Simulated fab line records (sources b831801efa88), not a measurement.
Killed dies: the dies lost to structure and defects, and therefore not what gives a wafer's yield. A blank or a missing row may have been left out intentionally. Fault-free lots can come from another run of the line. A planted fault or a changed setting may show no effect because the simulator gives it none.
What tool caused it? | flow gf180mcu | 21 wafers from 7 lots sampled at 2 of the route's 602 steps

== WHAT THE GAUGES SHOWED, per wafer ==
GF_STI_CD_MEAS_12 targets a cd of 220 nm.
lot  | measured    | on        | cd-nm (nm)
L928 | day 2 07:53 | cd-sem-02 | 220.2 218.3 219.9
L931 | day 2 22:39 | cd-sem-02 | 220.8 221.2 220.7
L933 | day 3 07:52 | cd-sem-01 | 218.6 218.8 219.7
L939 | day 4 15:05 | cd-sem-01 | 273.6 272.2 273.4
L941 | day 5 01:06 | cd-sem-02 | 217.4 217.8 217.1
L944 | day 5 18:08 | cd-sem-02 | 220.8 219.0 219.5
L950 | day 6 23:51 | cd-sem-01 | 218.7 219.3 219.1

== WHICH TOOL RAN EACH LOT (tool, then ch and the chambers of the sampled wafers, then the start) ==
lot  | GF_STI_PEB_10
L928 | litho-track-03 ch 0, day 2 07:32
L931 | litho-track-04 ch 0, day 2 22:20
L933 | litho-track-04 ch 0, day 3 07:31
L939 | litho-track-03 ch 0, day 4 14:46
L941 | litho-track-02 ch 0, day 5 00:45
L944 | litho-track-04 ch 0, day 5 17:47
L950 | litho-track-04 ch 0, day 6 23:31
- GF_STI_PEB_10: peb time 90 s.

== THE ANSWER, worked out from the rows above alone ==
Rule: usual is defined by the lots themselves. The widest of any qualifying gaps counts: lots, ordered by their means at a reading, are off when they make up no more than a third of the lots, leave a main group of 4 or more, and stand apart from it by 3 or more times the standard deviation of that group's means. A main group is skipped when, at the precision printed for the reading in the tables above, its means are all equal. A lot without any number at a reading at which 4 lots or more have one is off too. Any other lot the step has rows for is counted as sound.
Off, at GF_STI_CD_MEAS_12 on cd-nm: L939. For the main group the mean is 219.3 nm and the standard deviation 1.
If a tool, at a process step before that reading, ran all the lots that are off and no sound lot after the first of them, it fits. The gauges at GF_STI_CD_MEAS_12 are tried like those tools. One fits: GF_STI_PEB_10 on litho-track-03. Its last sound lot is L928 (day 2 07:32), its first lot that is off L939 (day 4 14:46): a fault that began between those two fits.

== WHAT THE SIMULATOR HAD INSERTED ==
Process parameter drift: litho-track-03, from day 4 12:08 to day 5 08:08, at GF_STI_PEB_10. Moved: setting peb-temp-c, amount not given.
Struck lots among those shown: L939. The same result came from the rule above.
